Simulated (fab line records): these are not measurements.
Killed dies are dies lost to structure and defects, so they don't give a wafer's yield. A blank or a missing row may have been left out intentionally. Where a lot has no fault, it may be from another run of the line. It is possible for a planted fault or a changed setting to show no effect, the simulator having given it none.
Problem report, 8D (eight disciplines) form, completed by code	flow sky130	the parts of the form that need people (team, actions taken, sign-off) are left out

== 1. THE ISSUE ==
Mean PWDE_TW at SKY_PWDE_TW_MEAS_10: 409 over 6 wafers in 2 lots; fault-free wafers: 375, standard deviation 3.1. That puts it +11 standard deviations away from the usual mean.
The first sign was on wafer L696.1 at day 5 16:59, on film metro-01. Wafers with a number at this step in the record: 33, from 11 lots. Rule for "out" (also "out of limits"): further than 4 standard deviations from the usual mean. The other wafers with a number count as sound.

== 2. WHAT THIS IS AND IS NOT ==
question	is	is not
which readings at this step	PWDE_TW	-
which lots	L696, L701	L689, L690, L692, L693, L697, L704, L706, L710, L711
which wafers of those lots	all that have a number	-
read on which gauges	film metro-01	film metro-02, film metro-03
when	from day 5 16:59	up to then (12 sound wafers); but 15 sound wafers of L697, L704, L706, L710, L711 came after

== 3. WHAT RULES OUT EACH SUSPECT ==
Counting: any tool at a process step up to the reading is kept as a suspect provided that every lot that is out went through it and no sound lot did after the first of them.
- the gauge at SKY_PWDE_TW_MEAS_10 has been ruled out. All the wafers that are out were read on film metro-01, but those of them that SKY_PWDE_IMPLANT_08 has rows for are out there too, on other tools.
- plasma asher-02 at SKY_DNWELL_STRIP_08 (strips in O2/N2): ruled out as a lasting fault. Sound lots L697, L710 ran on it after its first lot that is out, L696 (day 4 22:24).
- implanter-03 at SKY_PWDE_IMPLANT_08: ruled out as a lasting fault. Sound lots L711 ran on it after its first lot that is out, L696 (day 5 16:44).
Left after counting: nothing in the record.

== 4. THE CAUSE (what the simulator had put in) ==
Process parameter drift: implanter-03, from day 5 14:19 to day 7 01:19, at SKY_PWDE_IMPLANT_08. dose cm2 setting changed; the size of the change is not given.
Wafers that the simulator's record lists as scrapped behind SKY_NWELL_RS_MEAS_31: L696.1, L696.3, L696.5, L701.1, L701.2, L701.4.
The count ruled it out by mistake, since the rule takes a fault to strike every lot its tool runs from the start of the fault on, and this one did not do so.

== 5. THE EFFECT CHAIN, in route order ==
Each row: a reading whose mean over the struck wafers that have a number lies more than 3 standard deviations from the usual. Only readings whose record carries a usual standard deviation are examined. hours: median over the lots of the time between each lot's start at the first step of this table that gives one and its start at this step. sigmas: the change, counted in usual standard deviations.
hours	step	reading	usual	on struck wafers	change	sigmas
0	SKY_PWDE_IMPLANT_08	dose ions cm2	3.601e+12	4.780e+12	+1.178e+12	+99 or more
0	SKY_PWDE_IMPLANT_08	faraday current uA	20.3	26.8	+6.5	+15
0	SKY_PWDE_TW_MEAS_10	PWDE_TW	375	409	+34	+11
41	SKY_NWELL_RS_MEAS_31	PWDE_RS	5278 ohm/sq	4229	-1049	-75
Process steps it contains:
- SKY_PWDE_IMPLANT_08

== 6. HOW IT WOULD HAVE BEEN CAUGHT EARLIER ==
Counted from the fault's start at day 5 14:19, it took 3 hours until the first out-of-limits reading at a measuring or inspecting step in this record, taken at day 5 16:59.
At SKY_PWDE_IMPLANT_08, the tool's own readings (dose ions cm2, faraday current uA) were out on each struck wafer the step has a row for, so an alarm limit on them would have fired on the first such wafer.
